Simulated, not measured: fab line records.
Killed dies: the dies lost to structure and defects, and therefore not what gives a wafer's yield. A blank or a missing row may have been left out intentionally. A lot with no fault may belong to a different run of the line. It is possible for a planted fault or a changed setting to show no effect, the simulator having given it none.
Struck lot and sound lot, side by side -- flow gf180mcu -- 15 steps out of a route of 602
Sound: these wafers, L314.1, L314.3, L314.6. Wafers struck: L319.3, L319.4, L319.5. The cause is named last.
For every step that has rows: the tool of each side, followed by ch and its chambers, followed by its first start. Under that, the readings that differ: sound wafers -- struck wafers -- difference of the means -- sigmas: that difference in standard deviations of wafers without a fault.
alike: readings whose means differ by less than 2 such deviations, and words and numbers that are the same on both sides. not compared: withheld readings, readings that some wafer has no value for, bounds like >300 that may hide the same value, and numbers for which the record gives no deviation and whose values overlap.
A row with sigmas, a row that says differs or no value, or rows on one side alone: a step with any of these is where the two part. Numbers that don't overlap but have no deviation are shown without sigmas and don't part them. A reading that every wafer of one side lacks parts them only if that side has two wafers or more.

first, 3 steps without rows for these wafers: GF_POLY_GATE_EXPOSE_07 (exposes mask Poly2, target cd 280 nm); GF_POLY_GATE_PEB_08 (peb time 90 s); GF_POLY_GATE_DEVELOP_09 (develop time 60 s).
GF_POLY_GATE_CD_MEAS_10: the cd target is 280 nm.
  struck on cd sem-01, day 14 20:47; sound on cd sem-02, day 13 18:37
reading,sound,struck,difference,sigmas
cd nm (nm),280.4 280.3 279.5,283.3 282.0 283.2,+2.8,+2
GF_POLY_GATE_OVL_MEAS_11:
  struck on overlay-02, day 14 20:52; sound on overlay-01, day 13 18:44
  alike: POLY_GATE_OVL
GF_POLY_GATE_ETCH_12: etches BARC in N2/H2.
  sound on rie diel-01 ch 0,1,2, day 13 18:47; struck on rie diel-02 ch 0,1,3, day 14 20:53
  alike: drypump motor current A, oes product au, throttle valve pct
GF_POLY_GATE_ETCH_13: etches poly-Si in HBr/Cl2, stops on SiO2, target depth 198.5 nm, time 69.6 s.
  sound on rie si-01 ch 0,2, day 13 18:50; struck on rie si-02 ch 0,2,3, day 14 20:56
  alike: drypump motor current A, oes product au, throttle valve pct
  not compared: rf hours counter h
GF_POLY_GATE_STRIP_14: strips in O2/N2.
  sound on plasma asher-03 ch 1, day 13 18:53; struck on plasma asher-03 ch 0,1, day 14 21:02
  alike: drypump motor current A, heater power w, oes product au
  not compared: rf hours counter h
then, 2 steps without rows for these wafers: GF_POLY_GATE_CLEAN_15 (cleans in SC1/SC2, time 150 s); GF_POLY_GATE_OXIDATION_16 (stabilise 600 s, purge 300 s, target thk 4 nm).
GF_POLY_GATE_THK_MEAS_17:
  struck on film metro-01, day 14 22:25; sound on film metro-01, day 13 21:16
  alike: POLY_GATE_OXIDATION_THK
GF_POLY_GATE_CD_MEAS_18:
  struck on cd sem-02, day 14 22:31; sound on cd sem-02, day 13 21:19
reading,sound,struck,difference,sigmas
cd nm (nm),279.7 278.5 276.8,284.0 282.0 281.9,+4.3,+2
GF_HV_LDD_DEHYDRATE_00: time 60 s.
  sound on litho track-04 ch 0, day 14 06:29; struck on litho track-04 ch 0, day 15 09:02
reading,sound,struck,difference,sigmas
heater power total W (W),160.29 160.52 160.66,153.13 153.14 153.05,-7.38,-62
plate temp C (C),199.69 199.87 199.83,192.91 193.07 192.94,-6.82,-40
then, 2 steps without rows for these wafers: GF_HV_LDD_HMDS_01 (prime time 60 s); GF_PASSIVATION_PROBE_99.

WHERE THEY PART
Earliest at GF_POLY_GATE_CD_MEAS_10; latest, in this record, at GF_HV_LDD_DEHYDRATE_00.

WHY: whatever the simulator had introduced
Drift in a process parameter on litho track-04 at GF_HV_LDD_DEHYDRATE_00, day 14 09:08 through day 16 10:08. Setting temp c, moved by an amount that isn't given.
